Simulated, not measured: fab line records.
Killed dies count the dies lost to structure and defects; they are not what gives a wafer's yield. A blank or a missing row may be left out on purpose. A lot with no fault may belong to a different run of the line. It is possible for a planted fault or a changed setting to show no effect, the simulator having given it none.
Which tool was responsible?    flow sky130    6 lots, 18 wafers sampled, at 3 steps of a route of 708

## WHAT EACH GAUGE READ, for each wafer
SKY_SD_P_OVL_MEAS_08.
lot   measured      on          SD_P_OVL (nm)
L340  day 25 15:25  overlay-01  -1.1 -1.5 -0.1
L342  day 26 13:19  overlay-02  0.0 0.1 -0.8
L346  day 28 01:50  overlay-02  -1.5 -2.4 -1.5
L348  day 28 11:52  overlay-01  2.3 2.1 2.7
L350  day 29 08:19  overlay-01  -52.9 -52.5 -53.4
L355  day 30 15:55  overlay-01  -1.6 -2.1 -1.3

## WHICH TOOL RAN EACH LOT (tool, then ch and the chambers of the sampled wafers, then the start)
lot   SKY_LDD_HVP_STRIP_09                  SKY_SD_P_EXPOSE_04
L340  plasma-asher-01 ch 0,1, day 21 20:41  iline-stepper-02 ch 0, day 25 01:45
L342  plasma-asher-01 ch 0,1, day 22 17:59  iline-stepper-01 ch 0, day 25 22:31
L346  plasma-asher-04 ch 0,1, day 24 05:37  iline-stepper-02 ch 0, day 27 11:19
L348  plasma-asher-04 ch 0,1, day 24 19:35  iline-stepper-01 ch 0, day 27 22:06
L350  plasma-asher-04 ch 0,1, day 25 16:07  iline-stepper-02 ch 0, day 28 18:23
L355  plasma-asher-02 ch 0,1, day 27 01:58  iline-stepper-01 ch 0, day 30 02:32
- SKY_LDD_HVP_STRIP_09: strips in O2/N2.
- SKY_SD_P_EXPOSE_04: exposes mask PSDM, target cd 380 nm.

## THE ANSWER, worked out from the rows above alone
Rule: the lots themselves supply what counts as usual. Put in order of their means at a reading, lots are off if they are a third of the lots or fewer, leave a main group of 4 or more, and stand apart from it by a gap of 3 or more times the standard deviation of the main group's means; of several such gaps the widest counts. Not used: any main group whose means are identical at the precision the tables above print for the reading. A lot without any number at a reading at which 4 lots or more have one is off too. Any other lot the step has rows for is counted as sound.
Off: L350, seen at SKY_SD_P_OVL_MEAS_08 (SD_P_OVL). For the main group the mean is -0.4 nm and the standard deviation 1.5.
If a tool, at a process step before that reading, ran all the lots that are off and no sound lot after the first of them, it fits. The gauges at SKY_SD_P_OVL_MEAS_08 are tried like those tools. Can't be told from this: 2 tools fit, plasma-asher-04 at SKY_LDD_HVP_STRIP_09, iline-stepper-02 at SKY_SD_P_EXPOSE_04.

## WHAT THE SIMULATOR PUT IN
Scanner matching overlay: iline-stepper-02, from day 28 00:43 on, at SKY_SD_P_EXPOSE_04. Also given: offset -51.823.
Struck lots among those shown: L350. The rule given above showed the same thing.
